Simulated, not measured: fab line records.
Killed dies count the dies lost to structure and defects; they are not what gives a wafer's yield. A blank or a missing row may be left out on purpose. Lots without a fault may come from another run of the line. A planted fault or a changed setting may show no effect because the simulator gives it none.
fab line records	flow sky130
record: lots: 24	wafers: 72	lastDay: 50
route steps=708 shown POLY_GATE@227 LI_CONTACT@364 LOCAL_INTERCONNECT@401 METAL5@665 PASSIVATION@693 PAD_OPEN@702
lots with no fault: from the same line, run without faults
startH: the number of hours between the record's first day and the start of the first shown wafer of the lot	waitH: time in hours since the lot's previous step	" same as the row above	L1.1+2: one row covering several wafers at once	- no value, or no start given	* or withheld: withheld	< > ~ a bound
route shown NAME@n: NAME is a module with steps in the file, n the number in the route of the first one	usual: average and standard deviation across the fault-free wafers	same: alike in all rows	chamber/n: place in a boat	sites: each site's reading	_std_site: their standard deviation	_edge_site: mean of outer sites minus mean of inner sites	radiusMm: for every site, how far away it sits from the centre of the wafer	mask NAME#n: copy n	behind: the most recent tool/chamber to have shaped the wafer	hold: reason for holding the lot/hours on hold/outcome of the hold	device: names the non-switching transistor (n, p or np)	end of line: at the end of the route, the tests of the same wafers	where a step has no rows: the recipe by itself	killed: at the first sort, the dies lost to defects and structure; wafer yield is something else	map: per-die view of a wafer (x killed, . not killed, _ where there is no die)
set.NAME: the run value of the setting; set.NAME@STEP: its run value at that earlier step	model.NAME: the simulator's own value behind a step, which no gauge read
route steps across a sampled set of lots; one table per step, one row per wafer
services: the hour from which a tool's chamber was out of use, counted from the record's first day as startH (under 0 if before that day), plus the number of hours and why
== steps ==
step: SKY_POLY_GATE_CD_MEAS_13
recipe: targetCdNm: 150
usual: cdNm: 150.3/1.6
lot.wafer	tool	chamber	startH	waitH	cdNm
L074.1	cdSem-02	-	370.51	-	148.9
L074.5	"	-	"	"	148.6
L074.6	"	-	"	"	148.6
L075.2	cdSem-02	-	371.18	-	152.7
L075.3	"	-	"	"	151.6
L075.6	"	-	"	"	152.9
L076.1	cdSem-02	-	415.41	-	148.9
L076.4	"	-	"	"	147.4
L076.5	"	-	"	"	148.1
L077.1	cdSem-01	-	416.04	-	150.8
L077.2	"	-	"	"	149.6
L077.4	"	-	"	"	148.9
L078.1	cdSem-02	-	506.31	-	150.1
L078.2	"	-	"	"	151.6
L078.4	"	-	"	"	150.9
L079.1	cdSem-01	-	506.64	-	152.2
L079.2	"	-	"	"	151.6
L079.6	"	-	"	"	152.2
L080.2	cdSem-02	-	506.67	-	149.8
L080.3	"	-	"	"	149.8
L080.4	"	-	"	"	148.2
L085.3	cdSem-01	-	506.80	-	150.6
L085.4	"	-	"	"	150.4
L085.6	"	-	"	"	150.1
L083.1	cdSem-02	-	507.00	-	148.9
L083.4	"	-	"	"	148.7
L083.5	"	-	"	"	149.4
L081.1	cdSem-01	-	507.01	-	154.5
L081.3	"	-	"	"	153.5
L081.4	"	-	"	"	152.8
L082.1	cdSem-02	-	507.94	-	147.9
L082.4	"	-	"	"	149.4
L082.5	"	-	"	"	148.3
L084.2	cdSem-02	-	508.61	-	150.9
L084.3	"	-	"	"	150.6
L084.4	"	-	"	"	150.0
L088.3	cdSem-01	-	512.23	-	151.9
L088.4	"	-	"	"	151.3
L088.6	"	-	"	"	150.8
L086.1	cdSem-02	-	512.54	-	147.1
L086.3	"	-	"	"	147.1
L086.4	"	-	"	"	147.2
L087.1	cdSem-01	-	514.51	-	149.2
L087.3	"	-	"	"	148.4
L087.4	"	-	"	"	149.3
L089.1	cdSem-02	-	516.99	-	150.9
L089.2	"	-	"	"	152.0
L089.5	"	-	"	"	152.5
L090.1	cdSem-01	-	517.11	-	149.4
L090.4	"	-	"	"	149.4
L090.5	"	-	"	"	149.4
L091.1	cdSem-01	-	519.70	-	151.5
L091.2	"	-	"	"	150.0
L091.4	"	-	"	"	151.8
L092.1	cdSem-01	-	525.46	-	151.5
L092.3	"	-	"	"	151.3
L092.4	"	-	"	"	153.4
L093.2	cdSem-02	-	528.33	-	151.8
L093.5	"	-	"	"	151.9
L093.6	"	-	"	"	152.4
L094.1	cdSem-01	-	532.05	-	147.7
L094.3	"	-	"	"	148.9
L094.6	"	-	"	"	147.1
L095.1	cdSem-02	-	539.56	-	149.3
L095.4	"	-	"	"	148.7
L095.5	"	-	"	"	148.2
L096.2	cdSem-01	-	548.82	-	150.2
L096.4	"	-	"	"	150.3
L096.5	"	-	"	"	151.7
L097.3	cdSem-02	-	562.14	-	149.9
L097.4	"	-	"	"	150.9
L097.6	"	-	"	"	150.5
step: SKY_LI_CONTACT_CMP_02
recipe: material: PSG	downForcePsi: 4	platenRpm: 60	padVelocityMS: 0.94248
usual: motorCurrentA: 11.8/1.1	timeToEndpointS: 32/3.9
lot.wafer	tool	chamber	startH	waitH	motorCurrentA	timeToEndpointS
L075.3	cmp-01	3	641.68	0.1	11.6	35
L075.2	"	1	"	"	10.8	33
L075.6	"	2	"	"	14.2	33
L074.1	cmp-01	2	642.72	0.1	14.5	32
L074.5	"	1	"	"	11.1	32
L074.6	"	2	"	"	14.6	32
L076.1	cmp-01	0	684.79	0.1	13.5	29
L076.4	"	2	"	"	15.1	30
L076.5	"	0	"	"	13.0	28
L077.2	cmp-02	3	686.17	0.0	12.9	35
L077.4	"	0	"	"	10.9	41
L077.1	"	2	"	"	11.8	32
L078.1	cmp-02	0	768.57	0.1	10.0	34
L078.4	"	1	"	"	10.9	24
L078.2	"	2	"	"	11.9	25
L079.2	cmp-02	0	770.68	0.1	10.7	35
L079.1	"	1	"	"	11.3	30
L079.6	"	0	"	"	11.0	37
L080.4	cmp-01	0	771.58	0.0	12.9	30
L080.3	"	1	"	"	10.8	32
L080.2	"	2	"	"	14.8	33
L083.4	cmp-02	1	772.92	0.0	11.7	25
L083.1	"	3	"	"	11.7	31
L083.5	"	1	"	"	10.9	24
L085.4	cmp-01	3	773.18	0.1	12.0	35
L085.3	"	0	"	"	13.8	33
L085.6	"	2	"	"	14.5	31
L081.1	cmp-02	3	773.52	0.1	12.3	32
L081.4	"	1	"	"	11.2	25
L081.3	"	2	"	"	11.4	27
L084.4	cmp-02	2	775.14	0.0	12.0	30
L084.2	"	3	"	"	12.5	36
L084.3	"	1	"	"	11.3	28
L082.4	cmp-01	2	775.52	0.1	14.2	27
L082.1	"	3	"	"	11.6	29
L082.5	"	1	"	"	10.9	32
L086.3	cmp-02	3	776.58	0.0	13.3	37
L086.1	"	1	"	"	11.4	32
L086.4	"	2	"	"	11.5	29
L088.3	cmp-02	1	781.18	0.0	11.2	30
L088.4	"	0	"	"	11.4	39
L088.6	"	2	"	"	11.2	31
L087.4	cmp-02	3	781.97	0.0	12.7	39
L087.1	"	1	"	"	10.4	29
L087.3	"	2	"	"	12.0	29
L089.1	cmp-02	0	782.27	0.1	10.5	39
L089.2	"	1	"	"	11.4	29
L089.5	"	0	"	"	10.9	36
L090.4	cmp-02	3	784.00	0.0	12.6	34
L090.1	"	2	"	"	11.1	28
L090.5	"	0	"	"	11.1	38
L091.1	cmp-02	1	784.35	0.3	11.0	27
L091.2	"	2	"	"	11.6	26
L091.4	"	3	"	"	12.4	36
L092.1	cmp-02	0	785.93	0.1	11.0	36
L092.4	"	2	"	"	11.6	27
L092.3	"	3	"	"	12.7	33
L093.2	cmp-01	3	794.28	0.2	11.7	32
L093.6	"	0	"	"	13.1	29
L093.5	"	1	"	"	11.0	35
L094.3	cmp-02	1	797.57	0.0	11.0	30
L094.1	"	0	"	"	10.5	37
L094.6	"	2	"	"	11.1	29
L095.4	cmp-02	2	801.03	0.0	11.9	32
L095.1	"	1	"	"	11.2	28
L095.5	"	3	"	"	13.3	34
L096.2	cmp-01	0	808.44	0.0	12.4	34
L096.4	"	2	"	"	13.6	29
L096.5	"	0	"	"	13.7	33
L097.4	cmp-01	2	821.62	0.1	13.6	31
L097.3	"	3	"	"	11.6	27
L097.6	"	0	"	"	12.5	29
step: SKY_LOCAL_INTERCONNECT_METAL_ETCH_14
recipe: targetDepthNm: 110	stopOn: PSG	chemistry: Cl2/BCl3	target: TiN	resistSidewallDeg: 88	pressureMtorr: 10	icpW: 900	biasW: 48.5	Cl2_flow_sccm: 60	bcl3FlowSccm: 30	timeS: 31.4
usual: drypumpMotorCurrentA: 5.8/0.5	oesProductAu: 0.942/0.0091	throttleValvePct: 21.902/0.0096
lot.wafer	tool	chamber	startH	waitH	drypumpMotorCurrentA	oesProductAu	rfHoursCounterH	throttleValvePct
L075.2	rieMetal-02	1	699.87	0.0	5.3	0.952	17	21.901
L075.3	"	1	"	"	5.3	0.931	-	21.907
L075.6	"	1	"	"	5.3	0.933	-	21.912
L074.1	rieMetal-03	0	700.55	0.1	6.2	0.949	13	21.904
L074.5	"	1	"	"	5.6	0.941	-	21.895
L074.6	"	0	"	"	6.2	0.957	-	21.898
L076.1	rieMetal-03	0	743.58	0.0	6.3	0.946	14	21.907
L076.4	"	1	"	"	5.6	0.947	-	21.900
L076.5	"	0	"	"	6.3	0.942	-	21.896
L077.1	rieMetal-01	1	743.93	0.0	5.1	0.949	13	21.895
L077.2	"	0	"	"	6.2	0.959	6	21.899
L077.4	"	0	"	"	6.2	0.944	-	21.912
L078.1	rieMetal-01	0	823.64	0.1	6.2	0.944	9	21.900
L078.2	"	0	"	"	6.2	0.939	-	21.896
L078.4	"	0	"	"	6.2	0.945	-	21.910
L079.1	rieMetal-03	0	824.42	0.0	6.3	0.943	0	21.899
L079.2	"	1	"	"	5.6	0.954	16	21.886
L079.6	"	0	"	"	6.3	0.942	-	21.893
L080.2	rieMetal-02	1	825.87	0.0	5.3	0.946	3	21.894
L080.3	"	0	"	"	6.5	0.935	-	21.904
L080.4	"	1	"	"	5.3	0.938	-	21.908
L083.1	rieMetal-01	0	826.86	0.0	6.2	0.943	9	21.906
L083.4	"	0	"	"	6.2	0.939	-	21.922
L083.5	"	0	"	"	6.2	0.945	-	21.897
L085.3	rieMetal-03	1	827.23	0.0	5.6	0.944	-	21.913
L085.4	"	0	"	"	6.3	0.941	-	21.892
L085.6	"	1	"	"	5.6	0.944	-	21.884
L081.1	rieMetal-02	1	828.07	0.0	5.3	0.936	3	21.900
L081.3	"	1	"	"	5.3	0.951	-	21.906
L081.4	"	0	"	"	6.5	0.939	-	21.916
L084.2	rieMetal-01	1	828.43	0.0	5.0	0.947	0	21.895
L084.3	"	1	"	"	5.1	0.956	-	21.909
L084.4	"	0	"	"	6.2	0.939	-	21.908
L082.1	rieMetal-03	0	829.68	0.0	6.3	0.938	1	21.884
L082.4	"	0	"	"	6.3	0.946	-	21.901
L082.5	"	1	"	"	5.6	0.925	-	21.907
L086.1	rieMetal-02	1	832.31	0.0	5.3	0.937	3	21.878
L086.3	"	1	"	"	5.3	0.958	-	21.886
L086.4	"	0	"	"	6.5	0.945	-	21.899
L088.3	rieMetal-03	1	835.68	0.0	5.6	0.950	-	21.888
L088.4	"	0	"	"	6.2	0.934	-	21.891
L088.6	"	0	"	"	6.2	0.929	-	21.904
L087.1	rieMetal-03	0	836.38	0.0	6.2	0.947	1	21.905
L087.3	"	0	"	"	6.3	0.954	-	21.888
L087.4	"	1	"	"	5.6	0.931	-	21.902
L089.1	rieMetal-01	1	836.67	0.1	5.0	0.948	1	21.901
L089.2	"	1	"	"	5.0	0.931	-	21.891
L089.5	"	1	"	"	5.0	0.936	-	21.913
L090.1	rieMetal-02	1	837.32	0.0	5.3	0.935	3	21.897
L090.4	"	1	"	"	5.3	0.927	-	21.895
L090.5	"	1	"	"	5.3	0.953	-	21.907
L091.1	rieMetal-03	0	838.56	0.0	6.3	0.948	1	21.893
L091.2	"	1	"	"	5.6	0.943	17	21.887
L091.4	"	1	"	"	5.6	0.945	-	21.919
L092.1	rieMetal-02	1	839.87	0.0	5.3	0.926	3	21.911
L092.3	"	0	"	"	6.5	0.928	-	21.909
L092.4	"	1	"	"	5.3	0.931	-	21.910
L093.2	rieMetal-03	1	848.66	0.0	5.6	0.943	17	21.915
L093.5	"	0	"	"	6.3	0.956	-	21.892
L093.6	"	1	"	"	5.6	0.952	-	21.913
L094.1	rieMetal-01	0	850.91	0.0	6.2	0.930	10	21.904
L094.3	"	1	"	"	5.0	0.934	-	21.909
L094.6	"	0	"	"	6.2	0.934	-	21.911
L095.1	rieMetal-03	0	854.92	0.0	6.3	0.938	1	21.905
L095.4	"	0	"	"	6.3	0.933	-	21.912
L095.5	"	0	"	"	6.3	0.927	-	21.909
L096.2	rieMetal-03	0	862.13	0.0	6.3	0.937	2	21.906
L096.4	"	0	"	"	6.3	0.940	-	21.912
L096.5	"	1	"	"	5.6	0.935	-	21.906
L097.3	rieMetal-02	1	876.15	0.0	5.3	0.953	-	21.899
L097.4	"	0	"	"	6.5	0.950	-	21.900
L097.6	"	0	"	"	6.5	0.950	-	21.884
step: SKY_METAL5_SPUTTER_04
recipe: material: TiN	targetThkNm: 70	powerW: 6500	timeS: 58.3	chamberPressurePa: 0.4
usual: throttleValvePct: 30.1/1.1
lot.wafer	tool	chamber	startH	waitH	throttleValvePct
L075.2	pvdSputter-04	-	995.78	0.0	28.8
L075.3	"	-	"	"	30.3
L075.6	"	-	"	"	29.8
L074.1	pvdSputter-01	-	998.24	0.0	28.6
L074.5	"	-	"	"	28.8
L074.6	"	-	"	"	28.3
L076.1	pvdSputter-01	-	1032.83	0.0	30.7
L076.4	"	-	"	"	28.4
L076.5	"	-	"	"	28.7
L077.1	pvdSputter-01	-	1037.10	0.0	30.8
L077.2	"	-	"	"	28.6
L077.4	"	-	"	"	28.9
L078.1	pvdSputter-04	-	1101.10	0.0	30.2
L078.2	"	-	"	"	29.0
L078.4	"	-	"	"	30.4
L080.2	pvdSputter-03	-	1102.26	0.0	31.8
L080.3	"	-	"	"	31.3
L080.4	"	-	"	"	31.2
L079.1	pvdSputter-03	-	1102.97	0.0	30.0
L079.2	"	-	"	"	31.6
L079.6	"	-	"	"	31.2
L083.1	pvdSputter-03	-	1103.21	0.0	31.2
L083.4	"	-	"	"	29.8
L083.5	"	-	"	"	31.3
L081.1	pvdSputter-03	-	1103.99	0.0	30.1
L081.3	"	-	"	"	31.9
L081.4	"	-	"	"	31.3
L084.2	pvdSputter-04	-	1104.13	0.0	30.1
L084.3	"	-	"	"	28.9
L084.4	"	-	"	"	30.7
L085.3	pvdSputter-03	-	1104.46	0.0	30.1
L085.4	"	-	"	"	31.2
L085.6	"	-	"	"	32.1
L082.1	pvdSputter-04	-	1105.23	0.0	30.8
L082.4	"	-	"	"	29.8
L082.5	"	-	"	"	28.9
L086.1	pvdSputter-01	-	1106.35	0.0	30.7
L086.3	"	-	"	"	28.7
L086.4	"	-	"	"	28.5
L088.3	pvdSputter-03	-	1108.13	0.0	29.6
L088.4	"	-	"	"	32.0
L088.6	"	-	"	"	31.4
L090.1	pvdSputter-01	-	1109.31	0.0	28.8
L090.4	"	-	"	"	30.4
L090.5	"	-	"	"	29.0
L087.1	pvdSputter-04	-	1109.39	0.0	28.7
L087.3	"	-	"	"	30.1
L087.4	"	-	"	"	28.4
L091.1	pvdSputter-03	-	1110.82	0.0	31.5
L091.2	"	-	"	"	30.0
L091.4	"	-	"	"	31.5
L089.1	pvdSputter-04	-	1112.28	0.0	29.7
L089.2	"	-	"	"	30.6
L089.5	"	-	"	"	28.9
L092.1	pvdSputter-01	-	1112.99	0.0	28.9
L092.3	"	-	"	"	28.4
L092.4	"	-	"	"	28.7
L093.2	pvdSputter-04	-	1118.03	0.0	29.8
L093.5	"	-	"	"	30.0
L093.6	"	-	"	"	28.6
L094.1	pvdSputter-03	-	1118.93	0.0	31.4
L094.3	"	-	"	"	29.9
L094.6	"	-	"	"	31.3
L095.1	pvdSputter-04	-	1121.42	0.0	30.7
L095.4	"	-	"	"	28.9
L095.5	"	-	"	"	30.4
L096.2	pvdSputter-03	-	1128.38	0.0	30.0
L096.4	"	-	"	"	31.6
L096.5	"	-	"	"	31.4
L097.3	pvdSputter-04	-	1141.95	0.0	30.0
L097.4	"	-	"	"	28.8
L097.6	"	-	"	"	30.7
step: SKY_PASSIVATION_STRIP_12
recipe: chemistry: O2/N2	powerW: 1400	pressureMtorr: 1500	platenTempC: withheld	overashFraction: 0.7	o2FlowSccm: 3000	n2FlowSccm: 300
usual: drypumpMotorCurrentA: 5.6/0.49	oesProductAu: 0.661/0.0042	stripTimeToEndpointS: 31.52/0.15
lot.wafer	tool	chamber	startH	waitH	drypumpMotorCurrentA	oesProductAu	rfHoursCounterH	stripTimeToEndpointS
L075.2	plasmaAsher-04	1	1041.31	0.1	6.5	0.657	31	31.72
L075.3	"	0	"	"	5.2	0.663	-	31.72
L075.6	"	0	"	"	5.3	0.652	-	31.38
L074.1	plasmaAsher-01	1	1044.76	0.1	5.6	0.664	82	31.44
L074.5	"	0	"	"	5.3	0.664	-	31.52
L074.6	"	1	"	"	5.6	0.661	-	31.42
L076.1	plasmaAsher-04	0	1076.36	0.1	5.2	0.659	35	31.48
L076.4	"	0	"	"	5.2	0.664	-	31.50
L076.5	"	0	"	"	5.3	0.660	-	31.40
L077.1	plasmaAsher-04	1	1080.41	0.1	6.5	0.649	36	31.23
L077.2	"	0	"	"	5.2	0.665	36	31.46
L077.4	"	0	"	"	5.2	0.658	-	31.25
L078.1	plasmaAsher-04	1	1143.27	0.1	6.5	0.660	41	31.55
L078.2	"	0	"	"	5.3	0.661	41	31.45
L078.4	"	0	"	"	5.3	0.663	-	31.63
L080.2	plasmaAsher-01	0	1143.41	0.1	5.3	0.657	91	31.33
L080.3	"	1	"	"	5.6	0.660	-	31.46
L080.4	"	0	"	"	5.3	0.654	-	31.63
L079.1	plasmaAsher-03	1	1144.27	0.1	5.0	0.648	74	31.72
L079.2	"	0	"	"	5.8	0.660	74	31.65
L079.6	"	1	"	"	4.9	0.663	-	31.64
L083.1	plasmaAsher-01	0	1144.62	0.1	5.3	0.664	91	31.46
L083.4	"	1	"	"	5.6	0.666	-	31.52
L083.5	"	0	"	"	5.3	0.668	-	31.32
L081.1	plasmaAsher-01	1	1145.25	0.1	5.6	0.659	91	31.63
L081.3	"	1	"	"	5.6	0.660	-	31.53
L081.4	"	0	"	"	5.3	0.655	-	31.68
L084.2	plasmaAsher-01	0	1145.95	0.1	5.3	0.662	91	31.73
L084.3	"	0	"	"	5.3	0.661	-	31.81
L084.4	"	1	"	"	5.6	0.658	-	31.86
L085.3	plasmaAsher-04	1	1146.33	0.1	6.5	0.661	-	31.48
L085.4	"	0	"	"	5.2	0.659	-	31.52
L085.6	"	1	"	"	6.4	0.664	-	31.44
L082.1	plasmaAsher-01	1	1146.65	0.1	5.6	0.667	92	31.65
L082.4	"	1	"	"	5.6	0.659	-	31.46
L082.5	"	1	"	"	5.6	0.658	-	31.58
L086.1	plasmaAsher-01	0	1147.82	0.1	5.3	0.659	92	31.68
L086.3	"	0	"	"	5.3	0.664	-	31.75
L086.4	"	1	"	"	5.6	0.662	-	31.54
L088.3	plasmaAsher-03	0	1148.80	0.1	5.8	0.661	-	31.66
L088.4	"	1	"	"	4.9	0.660	-	31.41
L088.6	"	1	"	"	4.9	0.654	-	31.64
L090.1	plasmaAsher-04	0	1150.37	0.1	5.3	0.654	42	31.24
L090.4	"	1	"	"	6.4	0.663	-	31.35
L090.5	"	1	"	"	6.5	0.664	-	31.37
L087.1	plasmaAsher-01	0	1150.72	0.1	5.3	0.659	92	31.45
L087.3	"	1	"	"	5.6	0.659	-	31.61
L087.4	"	0	"	"	5.3	0.669	-	31.48
L091.1	plasmaAsher-04	0	1152.46	0.1	5.2	0.660	42	31.60
L091.2	"	1	"	"	6.5	0.660	42	31.70
L091.4	"	0	"	"	5.2	0.660	-	31.42
L089.1	plasmaAsher-01	0	1153.87	0.1	5.3	0.662	92	31.60
L089.2	"	1	"	"	5.6	0.665	92	31.55
L089.5	"	1	"	"	5.6	0.655	-	31.50
L092.1	plasmaAsher-04	0	1154.76	0.1	5.2	0.665	42	31.63
L092.3	"	1	"	"	6.5	0.661	-	31.65
L092.4	"	0	"	"	5.2	0.648	-	31.38
L093.2	plasmaAsher-01	0	1159.56	0.1	5.3	0.663	93	31.65
L093.5	"	1	"	"	5.6	0.660	-	31.45
L093.6	"	0	"	"	5.3	0.660	-	31.63
L094.1	plasmaAsher-04	0	1161.32	0.1	5.2	0.662	43	31.58
L094.3	"	1	"	"	6.5	0.664	-	31.76
L094.6	"	1	"	"	6.4	0.661	-	31.69
L095.1	plasmaAsher-01	1	1162.26	0.1	5.7	0.649	93	31.45
L095.4	"	0	"	"	5.3	0.658	-	31.45
L095.5	"	1	"	"	5.6	0.664	-	31.50
L096.2	plasmaAsher-03	0	1170.35	0.1	5.8	0.663	76	31.60
L096.4	"	0	"	"	5.8	0.666	-	31.51
L096.5	"	0	"	"	5.8	0.662	-	31.53
L097.3	plasmaAsher-04	0	1181.90	0.1	5.3	0.662	-	31.36
L097.4	"	1	"	"	6.4	0.656	-	31.50
L097.6	"	0	"	"	5.2	0.664	-	31.53
step: SKY_PAD_OPEN_STRIP_08
recipe: chemistry: O2/N2	powerW: 1400	pressureMtorr: 1500	platenTempC: withheld	overashFraction: 0.7	o2FlowSccm: 3000	n2FlowSccm: 300
usual: drypumpMotorCurrentA: 5.8/0.58	oesProductAu: 0.663/0.0045	stripTimeToEndpointS: 37.01/0.12
lot.wafer	tool	chamber	startH	waitH	drypumpMotorCurrentA	oesProductAu	rfHoursCounterH	stripTimeToEndpointS
L075.2	plasmaAsher-01	0	1061.95	0.1	5.3	0.668	84	36.96
L075.3	"	0	"	"	5.3	0.660	-	36.91
L075.6	"	1	"	"	5.6	0.657	-	37.00
L074.1	plasmaAsher-02	1	1065.51	0.1	5.3	0.665	0	37.12
L074.5	"	0	"	"	6.8	0.656	-	37.08
L074.6	"	1	"	"	5.3	0.665	-	36.94
L076.1	plasmaAsher-02	0	1096.70	0.1	6.7	0.654	3	37.12
L076.4	"	1	"	"	5.4	0.665	-	37.15
L076.5	"	0	"	"	6.7	0.658	-	37.19
L077.1	plasmaAsher-01	0	1100.05	0.1	5.3	0.663	87	36.85
L077.2	"	1	"	"	5.6	0.664	87	36.88
L077.4	"	0	"	"	5.3	0.663	-	36.88
L078.1	plasmaAsher-02	1	1162.96	0.1	5.4	0.666	10	36.90
L078.2	"	0	"	"	6.7	0.654	10	36.89
L078.4	"	1	"	"	5.4	0.664	-	36.81
L080.2	plasmaAsher-02	1	1163.66	0.1	5.4	0.660	10	36.85
L080.3	"	1	"	"	5.4	0.668	-	36.88
L080.4	"	0	"	"	6.7	0.662	-	36.90
L079.1	plasmaAsher-04	1	1164.01	0.1	6.5	0.672	43	37.04
L079.2	"	0	"	"	5.2	0.661	43	37.01
L079.6	"	1	"	"	6.5	0.668	-	37.19
L083.1	plasmaAsher-04	1	1164.66	0.1	6.5	0.663	43	36.93
L083.4	"	1	"	"	6.5	0.668	-	36.86
L083.5	"	1	"	"	6.4	0.663	-	36.90
L081.1	plasmaAsher-01	0	1165.31	0.1	5.3	0.665	93	37.09
L081.3	"	1	"	"	5.6	0.667	-	37.07
L081.4	"	0	"	"	5.3	0.663	-	37.08
L084.2	plasmaAsher-02	0	1165.66	0.1	6.7	0.661	10	37.01
L084.3	"	0	"	"	6.7	0.663	-	37.05
L084.4	"	1	"	"	5.3	0.664	-	36.94
L085.3	plasmaAsher-01	0	1166.45	0.1	5.3	0.664	-	36.97
L085.4	"	1	"	"	5.6	0.656	-	36.92
L085.6	"	0	"	"	5.3	0.659	-	36.80
L082.1	plasmaAsher-04	1	1167.06	0.1	6.5	0.670	43	37.12
L082.4	"	0	"	"	5.2	0.667	-	37.01
L082.5	"	0	"	"	5.3	0.670	-	37.10
L086.1	plasmaAsher-01	0	1167.96	0.1	5.3	0.654	94	37.04
L086.3	"	1	"	"	5.6	0.668	-	36.99
L086.4	"	0	"	"	5.3	0.658	-	37.02
L088.3	plasmaAsher-01	0	1168.95	0.1	5.3	0.655	-	36.92
L088.4	"	1	"	"	5.6	0.663	-	36.90
L088.6	"	0	"	"	5.3	0.657	-	36.94
L090.1	plasmaAsher-04	0	1170.36	0.1	5.2	0.662	44	36.84
L090.4	"	0	"	"	5.2	0.658	-	36.84
L090.5	"	0	"	"	5.3	0.658	-	37.03
L087.1	plasmaAsher-01	0	1170.71	0.1	5.3	0.661	94	37.03
L087.3	"	1	"	"	5.6	0.668	-	36.91
L087.4	"	0	"	"	5.3	0.649	-	37.05
L091.1	plasmaAsher-04	1	1173.30	0.1	6.5	0.658	44	37.30
L091.2	"	0	"	"	5.3	0.660	44	37.30
L091.4	"	0	"	"	5.3	0.658	-	37.26
L089.1	plasmaAsher-04	1	1173.65	0.1	6.4	0.657	44	36.94
L089.2	"	0	"	"	5.3	0.661	44	36.85
L089.5	"	1	"	"	6.4	0.657	-	36.88
L092.1	plasmaAsher-04	1	1174.26	0.1	6.5	0.664	44	37.08
L092.3	"	1	"	"	6.4	0.660	-	36.96
L092.4	"	0	"	"	5.3	0.656	-	36.96
L093.2	plasmaAsher-04	0	1178.21	0.1	5.2	0.665	45	37.11
L093.5	"	0	"	"	5.3	0.659	-	37.05
L093.6	"	1	"	"	6.5	0.664	-	37.05
L094.1	plasmaAsher-01	0	1179.60	0.1	5.3	0.667	95	37.24
L094.3	"	1	"	"	5.6	0.665	-	37.24
L094.6	"	1	"	"	5.6	0.667	-	37.17
L095.1	plasmaAsher-04	1	1180.55	0.1	6.5	0.657	45	37.15
L095.4	"	1	"	"	6.5	0.663	-	37.20
L095.5	"	1	"	"	6.5	0.660	-	37.19
L096.2	plasmaAsher-02	0	1186.80	0.1	6.7	0.664	12	36.77
L096.4	"	1	"	"	5.4	0.675	-	36.84
L096.5	"	0	"	"	6.7	0.663	-	36.89
L097.3	plasmaAsher-04	1	1197.08	0.1	6.5	0.661	-	37.00
L097.4	"	0	"	"	5.2	0.663	-	37.05
L097.6	"	1	"	"	6.5	0.661	-	37.11
== services ==
tool	chamber	startH	hours	kind
rieMetal-03	-	639.19	2.4	repair
cmp-02	-	639.81	5.9	pm
plasmaAsher-01	-	657.00	40.0	repair
plasmaAsher-04	-	733.83	9.0	pm
cmp-02	-	744.04	4.0	pm
cmp-02	-	771.87	0.7	repair
plasmaAsher-01	-	820.06	63.2	repair
cmp-02	-	847.73	0.8	repair
plasmaAsher-04	-	925.19	4.8	repair
rieMetal-03	0	938.67	11.0	repair
plasmaAsher-01	-	946.84	2.0	repair
plasmaAsher-01	-	978.56	2.8	pm
cmp-02	-	1008.72	4.3	pm
rieMetal-03	-	1031.39	0.3	repair
cmp-02	-	1070.42	0.4	repair
cmp-02	-	1084.04	4.0	pm
plasmaAsher-04	-	1095.29	0.8	repair
plasmaAsher-01	-	1104.97	3.2	repair
plasmaAsher-04	-	1108.68	9.5	repair
plasmaAsher-01	-	1128.05	3.1	repair
cmp-02	-	1171.14	1.0	repair
cmp-02	-	1172.05	2.6	repair
plasmaAsher-01	-	1173.60	0.9	repair
cmp-02	-	1175.06	3.5	pm
== key ==
fault none
